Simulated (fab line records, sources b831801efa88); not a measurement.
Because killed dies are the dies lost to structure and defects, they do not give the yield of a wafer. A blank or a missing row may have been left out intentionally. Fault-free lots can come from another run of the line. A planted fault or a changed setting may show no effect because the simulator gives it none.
Comparing a struck lot with a sound one    flow sky130    14 out of 708 route steps
Sound: the wafers L313.1, L313.2, L313.6. Struck: wafers L303.3, L303.4, L303.5. Last of all comes the cause.
Each step with rows lists, per side, the tool, then ch with its chambers, then its first start. Under that, the readings that differ: sound wafers    struck wafers    difference of the means    sigmas: that difference in standard deviations of wafers without a fault.
alike: readings whose means differ by less than 2 such deviations, and words and numbers that are the same on both sides. not compared: withheld readings, readings that some wafer has no value for, bounds like >300 that may hide the same value, and numbers for which the record gives no deviation and whose values overlap.
Wherever a step has rows on one side only, a row that says differs or no value, or a row with sigmas, the two part there. Non-overlapping numbers with no deviation appear without sigmas and do not part them. Lack of a reading on every wafer of one side parts them only where that side has two or more wafers.

first, 3 steps without rows for these wafers: SKY_FIELD_ISO_CLEAN_20 (cleans in dHF, time 20 s); SKY_FIELD_ISO_WET_ETCH_21 (etches SiO2 in dHF, target depth 20 nm, time 400 s); SKY_FIELD_ISO_OXIDATION_22 (stabilise 600 s, purge 300 s, target thk 10 nm).
SKY_FIELD_ISO_THK_MEAS_23:
  sound on film_metro-03, day 6 17:33; struck on film_metro-01, day 4 11:37
  alike: FIELD_ISO_OXIDATION_01_THK
then, 1 step without rows for these wafers: SKY_FIELD_ISO_CVD_24 (deposits SiO2, target thk 595 nm, time 99.2 s).
SKY_FIELD_ISO_THK_MEAS_25:
  sound on film_metro-01, day 6 17:41; struck on film_metro-03, day 4 11:44
  alike: FIELD_ISO_CVD_24_THK
then, 1 step without rows for these wafers: SKY_FIELD_ISO_ANNEAL_26 (time 1800 s).
SKY_FIELD_ISO_CMP_27: polishes, stops on Si3N4, t overpolish 16 s, target thk 457.8 nm.
  sound on cmp-02 ch 0,1,3, day 6 20:40; struck on cmp-01 ch 0,1,3, day 4 13:20
  alike: motor_current_A, overpolish_run_s, time_to_endpoint_s
then, 4 steps without rows for these wafers: SKY_FIELD_ISO_WET_ETCH_28 (etches SiO2 in dHF, target depth 23.7 nm, time 47 s); SKY_FIELD_ISO_WET_ETCH_29 (etches Si3N4 in H3PO4, target depth 160 nm, time 1825 s); SKY_FIELD_ISO_WET_ETCH_30 (etches SiO2 in dHF, target depth 25 nm, time 50 s); SKY_NWELL_CLEAN_00 (cleans in SC1/SC2, time 150 s).
SKY_NWELL_OXIDATION_01: stabilise 600 s, purge 300 s, target thk 10 nm.
  struck on furnace-02, day 4 14:47; sound on furnace-01 ch 0, day 7 00:35
  no value came back on the struck wafers for any of 6 readings (ox_temp_c (C), ox_temp_c_max and others); on the sound wafers ox_temp_c (C) reads 900.0 900.0 899.6
then, 1 step without rows for these wafers: SKY_DNWELL_DEHYDRATE_00 (time 60 s).

## WHERE THEY PART
Within this record, at SKY_NWELL_OXIDATION_01 only.

WHY: what the simulator had put in
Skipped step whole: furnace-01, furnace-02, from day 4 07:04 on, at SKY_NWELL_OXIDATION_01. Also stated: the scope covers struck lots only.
